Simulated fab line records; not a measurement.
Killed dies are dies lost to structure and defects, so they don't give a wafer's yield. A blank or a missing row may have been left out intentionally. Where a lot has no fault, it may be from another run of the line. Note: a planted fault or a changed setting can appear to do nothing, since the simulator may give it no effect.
Which tool is to blame? || flow gf180mcu || Sampling: 14 lots, 42 wafers, 4 of 602 route steps

## WHAT THE GAUGES SHOWED, per wafer
GF_MIM_THK_MEAS_06. Usual: MIM_CVD_05_THK gives 42.1 nm (standard deviation 0.53).
{"lot": "L115", "measured": "day 24 10:48", "on": "filmMetro-01", "MIM_CVD_05_THK (nm)": "41.6 42.0 42.6", "flag": ""}
{"lot": "L116", "measured": "day 24 16:24", "on": "filmMetro-02", "MIM_CVD_05_THK (nm)": "41.4 42.1 41.6", "flag": ""}
{"lot": "L117", "measured": "day 25 04:53", "on": "filmMetro-02", "MIM_CVD_05_THK (nm)": "41.6 42.2 42.2", "flag": ""}
{"lot": "L118", "measured": "day 25 15:13", "on": "filmMetro-02", "MIM_CVD_05_THK (nm)": "42.9 42.5 42.4", "flag": ""}
{"lot": "L119", "measured": "day 26 03:59", "on": "filmMetro-01", "MIM_CVD_05_THK (nm)": "42.2 42.5 42.7", "flag": ""}
{"lot": "L121", "measured": "day 26 16:01", "on": "filmMetro-01", "MIM_CVD_05_THK (nm)": "42.0 42.7 42.6", "flag": ""}
{"lot": "L122", "measured": "day 27 03:09", "on": "filmMetro-03", "MIM_CVD_05_THK (nm)": "42.5 41.7 42.7", "flag": ""}
{"lot": "L123", "measured": "day 27 06:58", "on": "filmMetro-03", "MIM_CVD_05_THK (nm)": "41.3 41.4 42.1", "flag": ""}
{"lot": "L124", "measured": "day 27 11:31", "on": "filmMetro-02", "MIM_CVD_05_THK (nm)": "42.3 42.1 43.2", "flag": ""}
{"lot": "L125", "measured": "day 27 18:07", "on": "filmMetro-02", "MIM_CVD_05_THK (nm)": "41.5 42.2 42.5", "flag": ""}
{"lot": "L126", "measured": "day 28 06:11", "on": "filmMetro-03", "MIM_CVD_05_THK (nm)": "42.2 41.7 42.2", "flag": ""}
{"lot": "L128", "measured": "day 28 18:25", "on": "filmMetro-03", "MIM_CVD_05_THK (nm)": "41.7 40.8 42.0", "flag": ""}
{"lot": "L130", "measured": "day 29 11:17", "on": "filmMetro-01", "MIM_CVD_05_THK (nm)": "41.2 41.9 41.7", "flag": ""}
{"lot": "L135", "measured": "day 30 18:11", "on": "filmMetro-02", "MIM_CVD_05_THK (nm)": "41.6 42.4 42.4", "flag": ""}

## TOOL THAT RAN EACH LOT (tool first, then ch and the chambers of the sampled wafers, then the start)
{"lot": "L115", "GF_V4_ETCH_17": "rieDiel-01 ch 2,3, day 24 09:57 or earlier", "GF_V4_CVD_23": "cvdW-02 ch 0,1, day 24 09:57", "GF_MIM_SPUTTER_01": "pvdSputter-03, day 24 10:38"}
{"lot": "L116", "GF_V4_ETCH_17": "rieDiel-04 ch 1,2,3, day 24 15:33 or earlier", "GF_V4_CVD_23": "cvdW-01 ch 0,1, day 24 15:33", "GF_MIM_SPUTTER_01": "pvdSputter-01, day 24 16:15"}
{"lot": "L117", "GF_V4_ETCH_17": "rieDiel-02 ch 0,3, day 25 04:02 or earlier", "GF_V4_CVD_23": "cvdW-01 ch 0, day 25 04:02", "GF_MIM_SPUTTER_01": "pvdSputter-02, day 25 04:43"}
{"lot": "L118", "GF_V4_ETCH_17": "rieDiel-01 ch 1,2, day 25 14:22 or earlier", "GF_V4_CVD_23": "cvdW-02 ch 0,1, day 25 14:22", "GF_MIM_SPUTTER_01": "pvdSputter-01, day 25 15:02"}
{"lot": "L119", "GF_V4_ETCH_17": "rieDiel-02 ch 0,3, day 26 03:10 or earlier", "GF_V4_CVD_23": "cvdW-01 ch 0,1, day 26 03:10", "GF_MIM_SPUTTER_01": "pvdSputter-03, day 26 03:49"}
{"lot": "L121", "GF_V4_ETCH_17": "rieDiel-02 ch 1,2, day 26 15:11 or earlier", "GF_V4_CVD_23": "cvdW-01 ch 0,1, day 26 15:11", "GF_MIM_SPUTTER_01": "pvdSputter-02, day 26 15:50"}
{"lot": "L122", "GF_V4_ETCH_17": "rieDiel-01 ch 0,1,2, day 27 02:18 or earlier", "GF_V4_CVD_23": "cvdW-01 ch 0,1, day 27 02:18", "GF_MIM_SPUTTER_01": "pvdSputter-03, day 27 02:59"}
{"lot": "L123", "GF_V4_ETCH_17": "rieDiel-04 ch 1,2,3, day 27 06:08 or earlier", "GF_V4_CVD_23": "cvdW-01 ch 0,1, day 27 06:08", "GF_MIM_SPUTTER_01": "pvdSputter-01, day 27 06:47"}
{"lot": "L124", "GF_V4_ETCH_17": "rieDiel-01 ch 1,3, day 27 10:40 or earlier", "GF_V4_CVD_23": "cvdW-02 ch 0,1, day 27 10:40", "GF_MIM_SPUTTER_01": "pvdSputter-01, day 27 11:21"}
{"lot": "L125", "GF_V4_ETCH_17": "rieDiel-01 ch 1,2, day 27 17:17 or earlier", "GF_V4_CVD_23": "cvdW-01 ch 0,1, day 27 17:17", "GF_MIM_SPUTTER_01": "pvdSputter-03, day 27 17:56"}
{"lot": "L126", "GF_V4_ETCH_17": "rieDiel-04 ch 0,1,3, day 28 05:20 or earlier", "GF_V4_CVD_23": "cvdW-02 ch 0,1, day 28 05:20", "GF_MIM_SPUTTER_01": "pvdSputter-01, day 28 05:59"}
{"lot": "L128", "GF_V4_ETCH_17": "rieDiel-04 ch 1,2,3, day 28 17:34 or earlier", "GF_V4_CVD_23": "cvdW-01 ch 0, day 28 17:34", "GF_MIM_SPUTTER_01": "pvdSputter-02, day 28 18:16"}
{"lot": "L130", "GF_V4_ETCH_17": "rieDiel-01 ch 0,1,2, day 29 10:26 or earlier", "GF_V4_CVD_23": "cvdW-01 ch 0,1, day 29 10:26", "GF_MIM_SPUTTER_01": "pvdSputter-01, day 29 11:08"}
{"lot": "L135", "GF_V4_ETCH_17": "rieDiel-02 ch 0,1,3, day 30 17:22 or earlier", "GF_V4_CVD_23": "cvdW-01 ch 0,1, day 30 17:22", "GF_MIM_SPUTTER_01": "pvdSputter-01, day 30 18:01"}
- GF_V4_ETCH_17: etches SiO2 in C4F8/O2/Ar, stops on TiN, target depth 630 nm.
- GF_V4_CVD_23: deposits W, target thk 350 nm, time 104.9 s.
- GF_MIM_SPUTTER_01: material TiN, target thk 30 nm, time 25 s.

## WHAT THE TOOLS THEMSELVES READ (means of the sampled wafers that have a number; where no wafer has one, the mark that the record gives instead)
GF_V4_ETCH_17. Usual: oesProductAu reads 0.856 a.u. (standard deviation 0.0044).
{"lot": "L115", "tool": "rieDiel-01", "oesProductAu (a.u.)": 0.855, "flag": ""}
{"lot": "L116", "tool": "rieDiel-04", "oesProductAu (a.u.)": 0.857, "flag": ""}
{"lot": "L117", "tool": "rieDiel-02", "oesProductAu (a.u.)": 0.852, "flag": ""}
{"lot": "L118", "tool": "rieDiel-01", "oesProductAu (a.u.)": 0.858, "flag": ""}
{"lot": "L119", "tool": "rieDiel-02", "oesProductAu (a.u.)": 0.853, "flag": ""}
{"lot": "L121", "tool": "rieDiel-02", "oesProductAu (a.u.)": 0.854, "flag": ""}
{"lot": "L122", "tool": "rieDiel-01", "oesProductAu (a.u.)": 0.857, "flag": ""}
{"lot": "L123", "tool": "rieDiel-04", "oesProductAu (a.u.)": 0.856, "flag": ""}
{"lot": "L124", "tool": "rieDiel-01", "oesProductAu (a.u.)": 0.859, "flag": ""}
{"lot": "L125", "tool": "rieDiel-01", "oesProductAu (a.u.)": 0.853, "flag": ""}
{"lot": "L126", "tool": "rieDiel-04", "oesProductAu (a.u.)": 0.853, "flag": ""}
{"lot": "L128", "tool": "rieDiel-04", "oesProductAu (a.u.)": 0.860, "flag": ""}
{"lot": "L130", "tool": "rieDiel-01", "oesProductAu (a.u.)": 0.863, "flag": ""}
{"lot": "L135", "tool": "rieDiel-02", "oesProductAu (a.u.)": 0.854, "flag": ""}

GF_V4_CVD_23. Usual: heaterPowerW reads 876 W (standard deviation 110).
{"lot": "L115", "tool": "cvdW-02", "heaterPowerW (W)": 946, "flag": ""}
{"lot": "L116", "tool": "cvdW-01", "heaterPowerW (W)": 831, "flag": ""}
{"lot": "L117", "tool": "cvdW-01", "heaterPowerW (W)": 944, "flag": ""}
{"lot": "L118", "tool": "cvdW-02", "heaterPowerW (W)": 955, "flag": ""}
{"lot": "L119", "tool": "cvdW-01", "heaterPowerW (W)": 880, "flag": ""}
{"lot": "L121", "tool": "cvdW-01", "heaterPowerW (W)": 822, "flag": ""}
{"lot": "L122", "tool": "cvdW-01", "heaterPowerW (W)": 837, "flag": ""}
{"lot": "L123", "tool": "cvdW-01", "heaterPowerW (W)": 822, "flag": ""}
{"lot": "L124", "tool": "cvdW-02", "heaterPowerW (W)": 855, "flag": ""}
{"lot": "L125", "tool": "cvdW-01", "heaterPowerW (W)": 900, "flag": ""}
{"lot": "L126", "tool": "cvdW-02", "heaterPowerW (W)": 954, "flag": ""}
{"lot": "L128", "tool": "cvdW-01", "heaterPowerW (W)": 941, "flag": ""}
{"lot": "L130", "tool": "cvdW-01", "heaterPowerW (W)": 894, "flag": ""}
{"lot": "L135", "tool": "cvdW-01", "heaterPowerW (W)": 892, "flag": ""}

GF_MIM_SPUTTER_01. Usual: throttleValvePct reads 30.2 % (standard deviation 0.98).
{"lot": "L115", "tool": "pvdSputter-03", "throttleValvePct (%)": 30.5, "flag": ""}
{"lot": "L116", "tool": "pvdSputter-01", "throttleValvePct (%)": 29.9, "flag": ""}
{"lot": "L117", "tool": "pvdSputter-02", "throttleValvePct (%)": 30.6, "flag": ""}
{"lot": "L118", "tool": "pvdSputter-01", "throttleValvePct (%)": 29.9, "flag": ""}
{"lot": "L119", "tool": "pvdSputter-03", "throttleValvePct (%)": 29.6, "flag": ""}
{"lot": "L121", "tool": "pvdSputter-02", "throttleValvePct (%)": 30.3, "flag": ""}
{"lot": "L122", "tool": "pvdSputter-03", "throttleValvePct (%)": 30.0, "flag": ""}
{"lot": "L123", "tool": "pvdSputter-01", "throttleValvePct (%)": 29.7, "flag": ""}
{"lot": "L124", "tool": "pvdSputter-01", "throttleValvePct (%)": 30.5, "flag": ""}
{"lot": "L125", "tool": "pvdSputter-03", "throttleValvePct (%)": 30.6, "flag": ""}
{"lot": "L126", "tool": "pvdSputter-01", "throttleValvePct (%)": 30.2, "flag": ""}
{"lot": "L128", "tool": "pvdSputter-02", "throttleValvePct (%)": 29.9, "flag": ""}
{"lot": "L130", "tool": "pvdSputter-01", "throttleValvePct (%)": 30.4, "flag": ""}
{"lot": "L135", "tool": "pvdSputter-01", "throttleValvePct (%)": 30.4, "flag": ""}

## THE ANSWER, worked out from the rows above alone
Rule: take the mean of a lot's wafers that have a number; if it is more than 3 standard deviations from the usual mean, the lot is off. Also off: a lot with no number at a reading for which 4 or more lots have one. All remaining lots with rows at the step are treated as sound. Order of review: gauges by route order, followed by the tools' own readings, for which a lot's mean as printed above is used. The first step at which some lot is off is used, and at that step the reading that is off furthest; a lot without a number counts as furthest.
No lot is off at any reading shown: from this, nothing can be told.

## WHAT THE SIMULATOR HAD INSERTED
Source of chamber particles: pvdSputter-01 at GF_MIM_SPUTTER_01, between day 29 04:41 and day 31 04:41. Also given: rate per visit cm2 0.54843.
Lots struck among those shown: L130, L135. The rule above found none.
